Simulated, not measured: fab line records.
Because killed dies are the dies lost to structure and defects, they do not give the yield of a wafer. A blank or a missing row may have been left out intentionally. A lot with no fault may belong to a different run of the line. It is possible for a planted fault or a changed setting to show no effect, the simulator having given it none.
fab line records | flow sky130
record: lots: 13 wafers: 39 last-day: 50
route steps=708 shown FIELD_ISO@26 PWDE@54 VT_ADJUST_HVTP@95 VT_ADJUST_LVTN@106
lots with no fault: from the same line, run without faults
start-h: hours from the record's opening day to when the first of the lot's shown wafers began | wait-h: hours elapsed since this lot's preceding step | " identical to the entry in the row above | L1.1+2: a row that stands for several wafers | - either no value or no given start | * or withheld: withheld | < > ~ a bound
route shown NAME@n: names a module that has steps shown in the file, with the first one's number in the route | usual: average and standard deviation across the fault-free wafers | same: alike in all rows | chamber/n: place in a boat | sites: the reading at each site | _std_site: standard deviation across them | _edge_site: outer sites' mean less inner sites' | radius-mm: for every site, how far away it sits from the centre of the wafer | mask NAME#n: copy n | behind: the last tool/chamber to shape the wafer | hold: the reason the lot was held/the length of the hold in hours/how it ended | device: names the non-switching transistor (n, p or np) | end of line: the same wafers' tests at the end of the route | a step with no rows: only its recipe | killed: not the wafer's yield, but the dies lost to structure and defects at the first sort | map: the dies of a wafer, with x for killed, . for not killed, _ for no die there
set.NAME: the setting the step ran with; set.NAME@STEP: the setting that earlier step ran with | model.NAME: the simulator's own value behind a step, which no gauge read
steps of the route over a sample of lots; a table a step, a row a wafer
services: a tool's chamber out of use, with start hour (start-h, from the record's first day; less than 0 if before it), hours out, and reason
== steps ==
step: SKY_FIELD_ISO_THK_MEAS_25
recipe: reads: SiO2_of_FIELD_ISO_CVD_24
usual: FIELD_ISO_CVD_24_THK: 590/7.3
columns lot.wafer tool chamber start-h wait-h FIELD_ISO_CVD_24_THK[nm]
L286.1 film-metro-04 - 32.48 0.0 597
L286.4 " - " " 583
L286.6 " - " " 595
L287.3 film-metro-01 - 39.34 0.1 585
L287.4 " - " " 585
L287.5 " - " " 587
L288.1 film-metro-01 - 42.50 0.0 579
L288.2 " - " " 590
L288.6 " - " " 589
L289.1 film-metro-01 - 46.15 0.0 596
L289.2 " - " " 599
L289.4 " - " " 583
L290.1 film-metro-04 - 53.49 0.0 592
L290.5 " - " " 599
L290.6 " - " " 596
L291.2 film-metro-02 - 56.19 0.0 585
L291.3 " - " " 586
L291.4 " - " " 585
L293.1 film-metro-02 - 66.36 0.0 586
L293.3 " - " " 585
L293.4 " - " " 582
L295.2 film-metro-02 - 79.96 0.0 602
L295.3 " - " " 598
L295.4 " - " " 599
L299.2 film-metro-04 - 99.44 0.0 595
L299.3 " - " " 589
L299.5 " - " " 586
L305.2 film-metro-02 - 129.25 0.0 580
L305.3 " - " " 600
L305.5 " - " " 581
L306.1 film-metro-01 - 135.00 0.0 607
L306.2 " - " " 606
L306.5 " - " " 602
L308.3 film-metro-01 - 144.71 0.1 597
L308.4 " - " " 595
L308.5 " - " " 588
L309.2 film-metro-01 - 150.45 0.1 589
L309.3 " - " " 589
L309.4 " - " " 591
step: SKY_PWDE_STRIP_09
recipe: chemistry: O2/N2 power-w: 1400 pressure-mtorr: 1500 platen-temp-c: withheld o2-flow-sccm: 3000 n2-flow-sccm: 300 overash-fraction: 0.5
usual: drypump-motor-current-A: 5.7/0.63 oes-product-au: 0.723/0.0041 strip-time-to-endpoint-s: 37.57/0.095
columns lot.wafer tool chamber start-h wait-h drypump-motor-current-A oes-product-au rf-hours-counter-h strip-time-to-endpoint-s
L286.1 plasma-asher-03 0 69.66 0.1 6.5 0.722 26 37.74
L286.4 " 1 " " 4.9 0.720 - 37.70
L286.6 " 0 " " 6.5 0.719 - 37.81
L287.3 plasma-asher-02 1 76.04 0.1 5.5 0.720 - 37.53
L287.4 " 0 " " 6.5 0.720 - 37.61
L287.5 " 1 " " 5.5 0.725 - 37.54
L288.1 plasma-asher-03 0 80.41 0.1 6.5 0.724 27 37.64
L288.2 " 1 " " 4.9 0.719 27 37.64
L288.6 " 0 " " 6.5 0.725 - 37.60
L289.1 plasma-asher-03 0 84.65 0.1 6.5 0.724 28 37.62
L289.2 " 1 " " 4.9 0.722 28 37.52
L289.4 " 0 " " 6.4 0.719 - 37.61
L290.1 plasma-asher-02 1 93.30 0.1 5.5 0.721 38 37.48
L290.5 " 1 " " 5.5 0.716 - 37.35
L290.6 " 0 " " 6.5 0.726 - 37.44
L291.2 plasma-asher-04 1 95.90 0.1 5.4 0.727 41 37.70
L291.3 " 0 " " 5.0 0.722 - 37.82
L291.4 " 1 " " 5.4 0.728 - 37.74
L293.1 plasma-asher-02 0 105.32 0.1 6.4 0.727 39 37.55
L293.3 " 0 " " 6.4 0.723 - 37.55
L293.4 " 1 " " 5.5 0.723 - 37.51
L295.2 plasma-asher-02 0 119.80 0.1 6.4 0.721 41 37.53
L295.3 " 1 " " 5.5 0.723 - 37.52
L295.4 " 0 " " 6.4 0.729 - 37.44
L299.2 plasma-asher-02 0 140.51 0.1 6.5 0.721 43 37.51
L299.3 " 1 " " 5.5 0.729 - 37.60
L299.5 " 0 " " 6.5 0.721 - 37.54
L305.2 plasma-asher-04 0 173.06 0.1 5.0 0.719 49 37.75
L305.3 " 1 " " 5.5 0.728 - 37.71
L305.5 " 1 " " 5.4 0.723 - 37.65
L306.1 plasma-asher-02 1 180.71 0.1 5.5 0.723 47 37.54
L306.2 " 0 " " 6.4 0.718 47 37.53
L306.5 " 0 " " 6.4 0.722 - 37.49
L308.3 plasma-asher-03 0 191.19 0.1 6.5 0.722 - 37.55
L308.4 " 1 " " 4.9 0.729 - 37.52
L308.5 " 1 " " 4.9 0.720 - 37.55
L309.2 plasma-asher-03 1 195.16 0.1 4.9 0.715 39 37.58
L309.3 " 0 " " 6.5 0.723 - 37.53
L309.4 " 1 " " 4.9 0.718 - 37.68
step: SKY_PWDE_TW_MEAS_10
usual: PWDE_TW: 373.3/2.5
columns lot.wafer tool chamber start-h wait-h PWDE_TW
L286.1 film-metro-01 - 69.76 0.1 376.6
L286.4 " - " " 374.3
L286.6 " - " " 375.3
L287.3 film-metro-02 - 76.13 0.1 369.8
L287.4 " - " " 369.1
L287.5 " - " " 368.9
L288.1 film-metro-01 - 80.51 0.1 377.3
L288.2 " - " " 374.1
L288.6 " - " " 375.2
L289.1 film-metro-01 - 84.75 0.1 375.7
L289.2 " - " " 375.8
L289.4 " - " " 377.7
L290.1 film-metro-02 - 93.40 0.1 370.3
L290.5 " - " " 369.1
L290.6 " - " " 371.9
L291.2 film-metro-01 - 96.01 0.1 378.3
L291.3 " - " " 374.7
L291.4 " - " " 379.5
L293.1 film-metro-02 - 105.42 0.1 372.8
L293.3 " - " " 373.8
L293.4 " - " " 372.2
L295.2 film-metro-01 - 119.91 0.1 377.4
L295.3 " - " " 377.4
L295.4 " - " " 376.8
L299.2 film-metro-01 - 140.62 0.1 375.7
L299.3 " - " " 374.8
L299.5 " - " " 375.3
L305.2 film-metro-01 - 173.17 0.1 372.1
L305.3 " - " " 374.6
L305.5 " - " " 372.6
L306.1 film-metro-02 - 180.81 0.1 371.8
L306.2 " - " " 373.3
L306.5 " - " " 373.3
L308.3 film-metro-01 - 191.27 0.1 373.9
L308.4 " - " " 374.7
L308.5 " - " " 374.1
L309.2 film-metro-03 - 195.27 0.1 375.8
L309.3 " - " " 373.2
L309.4 " - " " 373.5
step: SKY_VT_ADJUST_HVTP_STRIP_10
recipe: chemistry: O2/N2 power-w: 1400 pressure-mtorr: 1500 platen-temp-c: withheld o2-flow-sccm: 3000 n2-flow-sccm: 300 overash-fraction: 0.5
usual: drypump-motor-current-A: 5.4/0.44 oes-product-au: 0.716/0.0045 strip-time-to-endpoint-s: 14.17/0.036
columns lot.wafer tool chamber start-h wait-h drypump-motor-current-A oes-product-au rf-hours-counter-h strip-time-to-endpoint-s
L286.1 plasma-asher-04 0 124.43 0.1 5.0 0.716 44 14.16
L286.4 " 1 " " 5.4 0.718 - 14.12
L286.6 " 1 " " 5.4 0.716 - 14.18
L287.3 plasma-asher-04 1 131.77 0.1 5.4 0.717 - 14.16
L287.4 " 0 " " 5.0 0.716 - 14.20
L287.5 " 0 " " 5.0 0.709 - 14.18
L288.1 plasma-asher-02 0 135.45 0.1 6.4 0.715 42 14.14
L288.2 " 1 " " 5.5 0.713 42 14.08
L288.6 " 1 " " 5.5 0.717 - 14.09
L289.1 plasma-asher-04 1 140.27 0.1 5.5 0.711 46 14.15
L289.2 " 0 " " 5.0 0.716 46 14.13
L289.4 " 1 " " 5.5 0.714 - 14.17
L290.1 plasma-asher-01 0 149.09 0.1 4.9 0.719 3 14.15
L290.5 " 1 " " 5.5 0.718 - 14.11
L290.6 " 0 " " 4.9 0.722 - 14.15
L291.2 plasma-asher-01 1 152.18 0.1 5.6 0.712 3 14.20
L291.3 " 1 " " 5.6 0.714 - 14.18
L291.4 " 0 " " 4.9 0.712 - 14.24
L293.1 plasma-asher-04 0 163.29 0.1 5.0 0.707 48 14.21
L293.3 " 1 " " 5.4 0.711 - 14.20
L293.4 " 0 " " 5.0 0.712 - 14.21
L295.2 plasma-asher-01 0 178.42 0.1 4.9 0.711 6 14.21
L295.3 " 1 " " 5.6 0.717 - 14.21
L295.4 " 0 " " 4.9 0.719 - 14.22
L299.2 plasma-asher-04 0 202.97 0.1 5.0 0.940 52 -
L299.3 " 1 " " 5.5 0.940 - -
L299.5 " 1 " " 5.4 0.940 - -
L305.2 plasma-asher-01 1 241.02 0.1 5.6 0.712 11 14.19
L305.3 " 1 " " 5.6 0.715 - 14.14
L305.5 " 1 " " 5.6 0.721 - 14.16
L306.1 plasma-asher-02 1 249.09 0.1 5.5 0.716 54 14.17
L306.2 " 0 " " 6.4 0.715 54 14.18
L306.5 " 1 " " 5.5 0.714 - 14.13
L308.3 plasma-asher-04 0 260.31 0.1 5.0 0.711 - 14.17
L308.4 " 1 " " 5.4 0.711 - 14.19
L308.5 " 1 " " 5.4 0.710 - 14.23
L309.2 plasma-asher-02 1 265.43 0.1 5.5 0.708 55 14.12
L309.3 " 0 " " 6.4 0.716 - 14.14
L309.4 " 1 " " 5.5 0.724 - 14.13
step: SKY_VT_ADJUST_LVTN_STRIP_09
recipe: chemistry: O2/N2 power-w: 1400 pressure-mtorr: 1500 platen-temp-c: withheld o2-flow-sccm: 3000 n2-flow-sccm: 300 overash-fraction: 0.5
usual: drypump-motor-current-A: 5.6/0.65 oes-product-au: 0.722/0.0044 strip-time-to-endpoint-s: 36.94/0.12
columns lot.wafer tool chamber start-h wait-h drypump-motor-current-A oes-product-au rf-hours-counter-h strip-time-to-endpoint-s
L286.1 plasma-asher-01 0 143.87 0.1 4.9 0.725 2 37.04
L286.4 " 0 " " 4.9 0.728 - 36.99
L286.6 " 1 " " 5.6 0.725 - 37.01
L287.3 plasma-asher-03 1 151.06 0.1 4.9 0.718 - 36.83
L287.4 " 0 " " 6.5 0.716 - 36.82
L287.5 " 1 " " 4.9 0.718 - 36.79
L288.1 plasma-asher-03 0 154.55 0.1 6.5 0.727 34 36.93
L288.2 " 1 " " 4.9 0.725 34 36.89
L288.6 " 1 " " 5.0 0.723 - 36.81
L289.1 plasma-asher-03 1 159.37 0.1 4.9 0.718 35 36.93
L289.2 " 0 " " 6.5 0.722 35 36.88
L289.4 " 1 " " 4.9 0.725 - 36.81
L290.1 plasma-asher-03 1 169.32 0.1 4.9 0.724 36 36.99
L290.5 " 1 " " 4.9 0.720 - 36.83
L290.6 " 0 " " 6.5 0.714 - 36.83
L291.2 plasma-asher-01 0 172.50 0.1 4.9 0.729 5 36.97
L291.3 " 1 " " 5.6 0.719 - 36.98
L291.4 " 0 " " 4.9 0.725 - 36.93
L293.1 plasma-asher-02 1 184.10 0.1 5.5 0.726 47 37.08
L293.3 " 1 " " 5.5 0.717 - 37.01
L293.4 " 0 " " 6.4 0.729 - 37.09
L295.2 plasma-asher-02 1 199.87 0.1 5.5 0.719 49 37.00
L295.3 " 0 " " 6.4 0.727 - 37.03
L295.4 " 1 " " 5.5 0.715 - 37.06
L299.2 plasma-asher-02 0 225.20 0.1 6.4 0.722 51 42.42
L299.3 " 0 " " 6.4 0.720 - 42.36
L299.5 " 1 " " 5.5 0.727 - 42.43
L305.2 plasma-asher-01 0 265.01 0.1 4.9 0.717 13 36.94
L305.3 " 1 " " 5.6 0.723 - 36.93
L305.5 " 0 " " 4.9 0.726 - 36.84
L306.1 plasma-asher-01 0 273.01 0.1 4.9 0.721 14 37.08
L306.2 " 1 " " 5.6 0.731 14 37.00
L306.5 " 0 " " 4.9 0.722 - 37.03
L308.3 plasma-asher-03 1 285.20 0.1 4.9 0.715 - 36.92
L308.4 " 0 " " 6.5 0.726 - 36.88
L308.5 " 0 " " 6.5 0.723 - 36.88
L309.2 plasma-asher-01 1 289.97 0.1 5.6 0.722 16 37.02
L309.3 " 1 " " 5.6 0.728 - 37.13
L309.4 " 0 " " 4.9 0.732 - 37.01
step: SKY_VT_ADJUST_LVTN_TW_MEAS_10
usual: VT_ADJUST_LVTN_TW: 242.5/2.2
columns lot.wafer tool chamber start-h wait-h VT_ADJUST_LVTN_TW
L286.1 film-metro-04 - 143.97 0.1 245.6
L286.4 " - " " 244.2
L286.6 " - " " 246.2
L287.3 film-metro-04 - 151.14 0.1 246.1
L287.4 " - " " 245.5
L287.5 " - " " 244.7
L288.1 film-metro-01 - 154.65 0.1 241.7
L288.2 " - " " 241.6
L288.6 " - " " 241.8
L289.1 film-metro-03 - 159.47 0.1 238.8
L289.2 " - " " 238.4
L289.4 " - " " 239.9
L290.1 film-metro-04 - 169.42 0.1 243.9
L290.5 " - " " 244.8
L290.6 " - " " 245.9
L291.2 film-metro-03 - 172.61 0.1 239.6
L291.3 " - " " 239.5
L291.4 " - " " 239.5
L293.1 film-metro-04 - 184.20 0.1 243.5
L293.3 " - " " 244.4
L293.4 " - " " 244.4
L295.2 film-metro-03 - 199.98 0.1 241.0
L295.3 " - " " 241.6
L295.4 " - " " 242.1
L299.2 film-metro-03 - 225.31 0.1 29.8
L299.3 " - " " 29.7
L299.5 " - " " 29.7
L305.2 film-metro-03 - 265.12 0.1 241.6
L305.3 " - " " 241.7
L305.5 " - " " 241.2
L306.1 film-metro-03 - 273.11 0.1 240.1
L306.2 " - " " 241.0
L306.5 " - " " 240.7
L308.3 film-metro-04 - 285.28 0.1 244.9
L308.4 " - " " 244.8
L308.5 " - " " 244.6
L309.2 film-metro-03 - 290.08 0.1 239.8
L309.3 " - " " 240.2
L309.4 " - " " 239.1
== services ==
columns tool chamber start-h hours kind
plasma-asher-01 - 62.12 4.3 pm
plasma-asher-02 - 84.42 3.1 repair
plasma-asher-01 - 108.75 9.0 pm
plasma-asher-01 0 108.75 9.0 vent-cycle
plasma-asher-01 1 108.75 9.0 vent-cycle
plasma-asher-03 - 114.78 2.1 repair
plasma-asher-01 0 117.75 - clean
plasma-asher-01 1 117.75 - clean
plasma-asher-02 - 144.39 1.7 repair
plasma-asher-02 - 174.23 2.8 pm
plasma-asher-04 - 175.02 4.3 repair
plasma-asher-04 - 187.30 2.8 pm
plasma-asher-01 - 194.78 11.0 repair
plasma-asher-02 - 204.79 1.5 repair
plasma-asher-03 - 271.22 1.3 repair
== key ==
first-sign: step: SKY_VT_ADJUST_HVTP_STRIP_10 reading: oes-product-au direction: up sigmas: 49 usual: 0.716 struck: 0.940
effect: step: SKY_VT_ADJUST_LVTN_STRIP_09 reading: strip-time-to-endpoint-s direction: up sigmas: 46 usual: * struck: *
effect: step: SKY_VT_ADJUST_LVTN_TW_MEAS_10 reading: VT_ADJUST_LVTN_TW direction: down sigmas: 97 usual: 242.5 struck: 29.8
met-at SKY_VT_ADJUST_HVTP_STRIP_10
struck-lots L299
sort-left-out L299.2,L299.3,L299.5
tester-left-out L299
not-acting-at SKY_FIELD_ISO_THK_MEAS_25,SKY_PWDE_STRIP_09,SKY_PWDE_TW_MEAS_10
onset-between 163.29 202.97
fault: kind: strip-aborted tool: plasma-asher-04 chamber: - onset-h: 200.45 steps: SKY_VT_ADJUST_HVTP_STRIP_10 offset: 0.6052 end-h: 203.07
tester-left-out: of these lots the tester's yield and bins aren't shown, on N5 and GAA mostly nor the transistor test; their killed dies are dies lost to structure and defects alone, not to doping, threshold or leakage, so they don't give the yield
sort-left-out: the simulated sort isn't trusted on such a fault, so these wafers' sort isn't shown, and their yield isn't known
